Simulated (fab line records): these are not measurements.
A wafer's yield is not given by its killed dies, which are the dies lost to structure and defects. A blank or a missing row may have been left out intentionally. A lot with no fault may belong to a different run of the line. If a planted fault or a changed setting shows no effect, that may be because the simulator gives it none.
Which tool was responsible? ; flow gf180mcu ; 11 lots, 33 wafers sampled, at 6 steps of a route of 602

WHAT THE GAUGES READ, wafer by wafer
GF_M5_CD_MEAS_07: the cd target is 280 nm.
lot;measured;on;cdNm (nm)
L447;day 26 02:44;cdSem-01;280.5 281.1 279.6
L448;day 26 14:31;cdSem-02;278.6 279.4 278.0
L450;day 27 02:59;cdSem-02;278.3 278.9 277.1
L453;day 28 07:35;cdSem-01;280.2 279.5 279.8
L457;day 29 12:18;cdSem-02;279.9 279.6 280.4
L462;day 30 21:38;cdSem-01;280.4 279.9 281.0
L463;day 31 03:44;cdSem-02;280.7 280.8 281.0
L464;day 31 10:44;cdSem-01;279.1 280.4 280.5
L467;day 32 03:35;cdSem-02;279.2 280.0 279.5
L469;day 32 16:41;cdSem-01;280.6 281.2 280.4
L470;day 32 22:29;cdSem-02;280.0 280.9 279.4

GF_V5_RS_MEAS_24: a four-point-probe measurement.
lot;measured;on;V5_W_RS (ohm/sq)
L447;day 27 01:44;filmMetro-01;0.329 0.323 0.328
L448;day 27 13:26;filmMetro-01;0.322 0.316 0.327
L450;day 28 01:20;filmMetro-01;0.328 0.326 0.327
L453;day 29 05:50;filmMetro-03;0.324 0.319 0.329
L457;day 30 09:32;filmMetro-03;0.319 0.323 0.321
L462;day 31 17:28;filmMetro-03;0.324 0.324 0.326
L463;day 31 23:50;filmMetro-03;0.321 0.323 0.321
L464;day 32 06:22;filmMetro-03;0.324 0.325 0.323
L467;day 32 22:42;filmMetro-03;0.330 0.323 0.325
L469;day 33 11:56;filmMetro-03;0.330 0.328 0.336
L470;day 33 16:43;filmMetro-03;0.323 0.326 0.320

GF_TOP_METAL_RS_MEAS_05: a four-point-probe measurement.
lot;measured;on;TOP_METAL_ALCU_RS (ohm/sq)
L447;day 27 02:26;filmMetro-03;0.0332 0.0332 0.0328
L448;day 27 14:08;filmMetro-03;0.0326 0.0325 0.0323
L450;day 28 02:02;filmMetro-04;0.0328 0.0324 0.0331
L453;day 29 06:32;filmMetro-01;0.0329 0.0325 0.0326
L457;day 30 10:14;filmMetro-03;0.0333 0.0331 0.0333
L462;day 31 18:10;filmMetro-04;0.0333 0.0282 0.0333
L463;day 32 00:38;filmMetro-03;0.0326 0.0278 0.0324
L464;day 32 07:04;filmMetro-04;0.0329 0.0327 0.0282
L467;day 32 23:24;filmMetro-04;0.0325 0.0324 0.0321
L469;day 33 12:40;filmMetro-04;0.0328 0.0322 0.0325
L470;day 33 17:25;filmMetro-01;0.0326 0.0328 0.0329

GF_TOP_METAL_THK_MEAS_06: measures by xrf.
lot;measured;on;TOP_METAL_ALCU_THK (nm)
L447;day 27 02:33;filmMetro-03;887 889 904
L448;day 27 14:14;filmMetro-03;911 907 912
L450;day 28 02:10;filmMetro-04;896 908 893
L453;day 29 06:38;filmMetro-01;893 914 904
L457;day 30 10:21;filmMetro-03;888 891 882
L462;day 31 18:17;filmMetro-04;888 1045 888
L463;day 32 00:44;filmMetro-03;903 1059 911
L464;day 32 07:10;filmMetro-04;904 905 1045
L467;day 32 23:31;filmMetro-04;909 911 926
L469;day 33 12:47;filmMetro-04;907 914 916
L470;day 33 17:32;filmMetro-01;915 910 912

WHICH TOOL RAN EACH LOT (tool, then ch and the chambers of the sampled wafers, then the start)
lot;GF_M5_ETCH_09;GF_TOP_METAL_SPUTTER_02
L447;rieDiel-01 ch 0,1,3, day 26 02:53;pvdSputter-04, day 27 02:20
L448;rieDiel-03 ch 0,1,3, day 26 14:39;pvdSputter-04, day 27 14:01
L450;rieDiel-03 ch 0,1,3, day 27 03:09;pvdSputter-04, day 28 01:57
L453;rieDiel-03 ch 0,1,2, day 28 07:42;pvdSputter-04, day 29 06:24
L457;rieDiel-03 ch 1,3, day 29 12:27;pvdSputter-04, day 30 10:08
L462;rieDiel-01 ch 2,3, day 30 21:47;pvdSputter-04, day 31 18:05
L463;rieDiel-01 ch 2,3, day 31 03:51;pvdSputter-04, day 32 00:28
L464;rieDiel-02 ch 1,2, day 31 10:51;pvdSputter-04, day 32 06:56
L467;rieDiel-03 ch 0,1,3, day 32 03:44;pvdSputter-01, day 32 23:19
L469;rieDiel-01 ch 0,2,3, day 32 16:50;pvdSputter-01, day 33 12:34
L470;rieDiel-02 ch 0,1, day 32 22:38;pvdSputter-03, day 33 17:19
- GF_M5_ETCH_09: etches Si3N4 in CF4/O2, target depth 52 nm, time 11.6 s.
- GF_TOP_METAL_SPUTTER_02: material AlCu, target thk 900 nm, time 47.82 s.

WHAT THE TOOLS THEMSELVES READ (means of the sampled wafers that have a number; where no wafer has one, the mark that the record gives instead)
GF_M5_ETCH_09.
lot;tool;biasW (W);drypumpMotorCurrentA (A);oesProductAu (a.u.);throttleValvePct (%)
L447;rieDiel-01;149.8;5.5;0.982;5.961
L448;rieDiel-03;149.8;6.1;0.994;5.968
L450;rieDiel-03;150.1;6.0;1.005;5.975
L453;rieDiel-03;150.1;5.5;1.010;5.978
L457;rieDiel-03;149.7;6.3;0.989;5.976
L462;rieDiel-01;150.4;5.9;1.011;5.973
L463;rieDiel-01;150.0;5.8;1.005;5.962
L464;rieDiel-02;150.3;5.7;0.988;5.969
L467;rieDiel-03;150.1;6.0;1.000;5.967
L469;rieDiel-01;150.1;5.5;1.007;5.974
L470;rieDiel-02;149.8;5.4;1.003;5.969

GF_TOP_METAL_SPUTTER_02.
lot;tool;throttleValvePct (%)
L447;pvdSputter-04;28.8
L448;pvdSputter-04;29.8
L450;pvdSputter-04;29.3
L453;pvdSputter-04;28.5
L457;pvdSputter-04;29.3
L462;pvdSputter-04;29.5
L463;pvdSputter-04;29.3
L464;pvdSputter-04;29.3
L467;pvdSputter-01;30.2
L469;pvdSputter-01;31.0
L470;pvdSputter-03;31.3

THE ANSWER, worked out from the rows above alone
Rule: what is usual is taken from the lots themselves. The widest of any qualifying gaps counts: lots, ordered by their means at a reading, are off when they make up no more than a third of the lots, leave a main group of 4 or more, and stand apart from it by 3 or more times the standard deviation of that group's means. The tables above print the reading to a certain number of digits; a main group whose means all agree to those digits is not used. Also off: a lot with no number at a reading for which 4 or more lots have one. Any other lot the step has rows for is counted as sound. After the gauges, taken in route order, come the tools' own readings; for these a lot's mean is taken, as printed above. The first step at which some lot is off is used, and at that step the reading that is off furthest; a lot without a number counts as furthest.
None of the lots is off at any reading shown; this tells nothing.

WHAT THE SIMULATOR PUT IN
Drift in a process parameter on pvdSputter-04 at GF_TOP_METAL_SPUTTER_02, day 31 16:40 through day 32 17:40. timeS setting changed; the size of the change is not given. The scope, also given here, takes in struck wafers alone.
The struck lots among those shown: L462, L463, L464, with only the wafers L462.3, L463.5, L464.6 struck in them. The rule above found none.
